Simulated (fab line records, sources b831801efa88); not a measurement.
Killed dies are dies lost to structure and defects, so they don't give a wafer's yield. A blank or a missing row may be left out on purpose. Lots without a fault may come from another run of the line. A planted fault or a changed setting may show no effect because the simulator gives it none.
Which tool did it? | flow sfq_line | 15 lots, 45 wafers sampled, at 2 steps of a route of 325

WHAT THE GAUGES READ, wafer by wafer
SFQ_R5_THK_MEAS_934: measures by xrf.
lot  | measured     | on            | R5_MONX_THK (nm)
L351 | day 43 09:07 | film_metro-03 | 39.8 40.8 39.9
L352 | day 43 18:07 | film_metro-02 | 39.7 39.7 39.6
L353 | day 44 18:19 | film_metro-01 | 39.7 40.4 40.1
L354 | day 45 03:24 | film_metro-02 | 40.1 39.7 39.6
L357 | day 46 03:25 | film_metro-03 | 40.3 39.6 40.2
L358 | day 46 06:25 | film_metro-01 | 40.5 39.8 40.1
L359 | day 46 12:24 | film_metro-02 | 39.0 39.1 39.0
L360 | day 48 07:45 | film_metro-02 | 39.0 39.8 39.5
L361 | day 49 13:45 | film_metro-03 | 39.6 39.9 40.0
L362 | day 51 00:25 | film_metro-03 | 39.2 39.3 39.0
L367 | day 53 11:43 | film_metro-02 | 40.9 41.1 41.1
L368 | day 55 08:59 | film_metro-02 | 39.5 40.1 39.7
L370 | day 56 22:31 | film_metro-02 | 39.5 39.7 39.3
L371 | day 57 08:33 | film_metro-02 | 40.1 40.5 39.8
L372 | day 58 05:07 | film_metro-01 | 40.0 39.8 39.9

WHICH TOOL RAN EACH LOT (tool, then ch and the chambers of the sampled wafers, then the start)
lot  | SFQ_TRILAYER_R5_DEP_SPUTTER_134
L351 | pvd_sputter-05, day 43 08:57
L352 | pvd_sputter-06, day 43 17:57
L353 | pvd_sputter-05, day 44 18:11
L354 | pvd_sputter-04, day 45 03:16
L357 | pvd_sputter-06, day 46 03:16
L358 | pvd_sputter-05, day 46 06:16
L359 | pvd_sputter-06, day 46 12:16
L360 | pvd_sputter-06, day 48 07:37
L361 | pvd_sputter-04, day 49 13:37
L362 | pvd_sputter-06, day 51 00:17
L367 | pvd_sputter-06, day 53 11:34
L368 | pvd_sputter-06, day 55 08:50
L370 | pvd_sputter-06, day 56 22:22
L371 | pvd_sputter-04, day 57 08:25
L372 | pvd_sputter-06, day 58 04:59
- SFQ_TRILAYER_R5_DEP_SPUTTER_134: material Ti, target thk 5 nm, time 5 s.

WHAT THE TOOLS THEMSELVES READ (means of the sampled wafers that have a number; where no wafer has one, the mark that the record gives instead)
SFQ_TRILAYER_R5_DEP_SPUTTER_134.
lot  | tool           | cathode_dc_power_W (W) | throttle_valve_pct (%)
L351 | pvd_sputter-05 | 2000.3                 | 30.4
L352 | pvd_sputter-06 | 2000.1                 | 31.3
L353 | pvd_sputter-05 | 2000.3                 | 30.6
L354 | pvd_sputter-04 | 2000.1                 | 29.8
L357 | pvd_sputter-06 | 1999.7                 | 31.0
L358 | pvd_sputter-05 | 1999.9                 | 30.4
L359 | pvd_sputter-06 | 2000.1                 | 31.6
L360 | pvd_sputter-06 | 1999.9                 | 31.6
L361 | pvd_sputter-04 | 2000.0                 | 30.8
L362 | pvd_sputter-06 | 2000.2                 | 31.5
L367 | pvd_sputter-06 | 1999.8                 | 31.6
L368 | pvd_sputter-06 | 2000.1                 | 31.6
L370 | pvd_sputter-06 | 2000.0                 | 31.6
L371 | pvd_sputter-04 | 2000.4                 | 29.9
L372 | pvd_sputter-06 | 2000.2                 | 31.6

THE ANSWER, worked out from the rows above alone
Rule: what is usual is taken from the lots themselves. Put in order of their means at a reading, lots are off if they are a third of the lots or fewer, leave a main group of 4 or more, and stand apart from it by a gap of 3 or more times the standard deviation of the main group's means; of several such gaps the widest counts. A main group whose means are all the same, to the digits that the tables above print for the reading, isn't used. A lot without any number at a reading at which 4 lots or more have one is off too. The other lots that the step has rows for count as sound. The gauges are gone through in route order, then the tools' own readings, and for those a lot's mean is taken as printed above. The first step at which some lot is off is used, and at that step the reading that is off furthest; a lot without a number counts as furthest.
No lot is off at any reading shown: from this, nothing can be told.

WHAT THE SIMULATOR HAD PUT IN
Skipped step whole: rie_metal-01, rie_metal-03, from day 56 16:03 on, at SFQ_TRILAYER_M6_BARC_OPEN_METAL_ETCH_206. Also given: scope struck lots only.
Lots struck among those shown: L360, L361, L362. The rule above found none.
